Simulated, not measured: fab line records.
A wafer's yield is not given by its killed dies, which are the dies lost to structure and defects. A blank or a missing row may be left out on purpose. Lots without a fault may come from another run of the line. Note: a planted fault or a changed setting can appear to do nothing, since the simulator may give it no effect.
Chamber matching / flow sky130 / 4 sister chambers for SKY_VIA2_ETCH_14 on rie diel-01
The step etches BARC in N2/H2, stops on SiO2, time 45.9 s, target depth 60 nm. 20 wafers are shown with their chamber, then 10 later ones without.

WAFERS PAIRED WITH THEIR CHAMBERS
wafer=L074.1; chamber=1; drypump motor current A (A)=5.8; throttle valve pct (%)=13.240; oes product au (a.u.)=0.851
wafer=L074.3; chamber=0; drypump motor current A (A)=6.7; throttle valve pct (%)=13.209; oes product au (a.u.)=0.853
wafer=L074.6; chamber=2; drypump motor current A (A)=6.4; throttle valve pct (%)=13.236; oes product au (a.u.)=0.845
wafer=L078.1; chamber=3; drypump motor current A (A)=6.0; throttle valve pct (%)=13.242; oes product au (a.u.)=0.848
wafer=L078.2; chamber=2; drypump motor current A (A)=6.4; throttle valve pct (%)=13.229; oes product au (a.u.)=0.864
wafer=L078.3; chamber=0; drypump motor current A (A)=6.6; throttle valve pct (%)=13.224; oes product au (a.u.)=0.858
wafer=L079.2; chamber=0; drypump motor current A (A)=6.7; throttle valve pct (%)=13.216; oes product au (a.u.)=0.851
wafer=L079.5; chamber=1; drypump motor current A (A)=5.8; throttle valve pct (%)=13.225; oes product au (a.u.)=0.853
wafer=L079.6; chamber=0; drypump motor current A (A)=6.7; throttle valve pct (%)=13.218; oes product au (a.u.)=0.867
wafer=L083.1; chamber=1; drypump motor current A (A)=5.8; throttle valve pct (%)=13.226; oes product au (a.u.)=0.851
wafer=L083.4; chamber=3; drypump motor current A (A)=5.9; throttle valve pct (%)=13.226; oes product au (a.u.)=0.850
wafer=L083.6; chamber=1; drypump motor current A (A)=5.8; throttle valve pct (%)=13.219; oes product au (a.u.)=0.856
wafer=L085.1; chamber=0; drypump motor current A (A)=6.7; throttle valve pct (%)=13.220; oes product au (a.u.)=0.859
wafer=L085.5; chamber=3; drypump motor current A (A)=6.0; throttle valve pct (%)=13.238; oes product au (a.u.)=0.853
wafer=L085.6; chamber=0; drypump motor current A (A)=6.7; throttle valve pct (%)=13.229; oes product au (a.u.)=0.850
wafer=L090.2; chamber=0; drypump motor current A (A)=6.7; throttle valve pct (%)=13.218; oes product au (a.u.)=0.850
wafer=L090.3; chamber=1; drypump motor current A (A)=5.8; throttle valve pct (%)=13.214; oes product au (a.u.)=0.854
wafer=L090.5; chamber=0; drypump motor current A (A)=6.6; throttle valve pct (%)=13.232; oes product au (a.u.)=0.849
wafer=L091.2; chamber=2; drypump motor current A (A)=6.4; throttle valve pct (%)=13.218; oes product au (a.u.)=0.858
wafer=L091.3; chamber=1; drypump motor current A (A)=5.8; throttle valve pct (%)=13.227; oes product au (a.u.)=0.853

SIGNATURES (means of the wafers above)
reading=drypump motor current A; chamber 0=6.675; chamber 1=5.800; chamber 2=6.400; chamber 3=5.967; scatter within a chamber=0.0368
reading=throttle valve pct; chamber 0=13.22075; chamber 1=13.22517; chamber 2=13.22767; chamber 3=13.23533; scatter within a chamber=0.00818
reading=oes product au; chamber 0=0.85462; chamber 1=0.85300; chamber 2=0.85567; chamber 3=0.85033; scatter within a chamber=0.00555
Rule: a wafer's distance from a chamber is the root of the sum, over the readings, of the square of ((its reading less the chamber's mean) divided by the reading's scatter). The wafer belongs to the nearest chamber; if the next one is less than 2 further off, it can't be placed. How the scatter is found: for the shown wafers, subtract from each reading the mean of its chamber, square and add these, divide the total by (wafers less chambers), then take the root.

WAFERS WHOSE CHAMBER IS MISSING
wafer=L091.4; drypump motor current A (A)=6.6; throttle valve pct (%)=13.222; oes product au (a.u.)=0.858
wafer=L092.3; drypump motor current A (A)=5.8; throttle valve pct (%)=13.218; oes product au (a.u.)=0.856
wafer=L092.4; drypump motor current A (A)=6.0; throttle valve pct (%)=13.232; oes product au (a.u.)=0.857
wafer=L092.5; drypump motor current A (A)=6.7; throttle valve pct (%)=13.230; oes product au (a.u.)=0.861
wafer=L096.2; drypump motor current A (A)=6.4; throttle valve pct (%)=13.228; oes product au (a.u.)=0.856
wafer=L096.3; drypump motor current A (A)=5.9; throttle valve pct (%)=13.213; oes product au (a.u.)=0.853
wafer=L096.5; drypump motor current A (A)=5.8; throttle valve pct (%)=13.216; oes product au (a.u.)=0.852
wafer=L097.1; drypump motor current A (A)=6.0; throttle valve pct (%)=13.230; oes product au (a.u.)=0.848
wafer=L097.4; drypump motor current A (A)=6.7; throttle valve pct (%)=13.223; oes product au (a.u.)=0.861
wafer=L097.5; drypump motor current A (A)=6.0; throttle valve pct (%)=13.225; oes product au (a.u.)=0.857

WHICH CHAMBER EACH WENT THROUGH
wafer=L091.4; from the rows above=0; in truth=0
wafer=L092.3; from the rows above=1; in truth=1
wafer=L092.4; from the rows above=3; in truth=3
wafer=L092.5; from the rows above=0; in truth=0
wafer=L096.2; from the rows above=2; in truth=2
wafer=L096.3; from the rows above=can't be placed: 1 or 3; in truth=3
wafer=L096.5; from the rows above=1; in truth=1
wafer=L097.1; from the rows above=3; in truth=3
wafer=L097.4; from the rows above=0; in truth=0
wafer=L097.5; from the rows above=3; in truth=3
Correct placement for 9 of the 10. From these rows, 1 cannot be placed; in 1 the true chamber is one of the candidates. 0 placed wrongly.
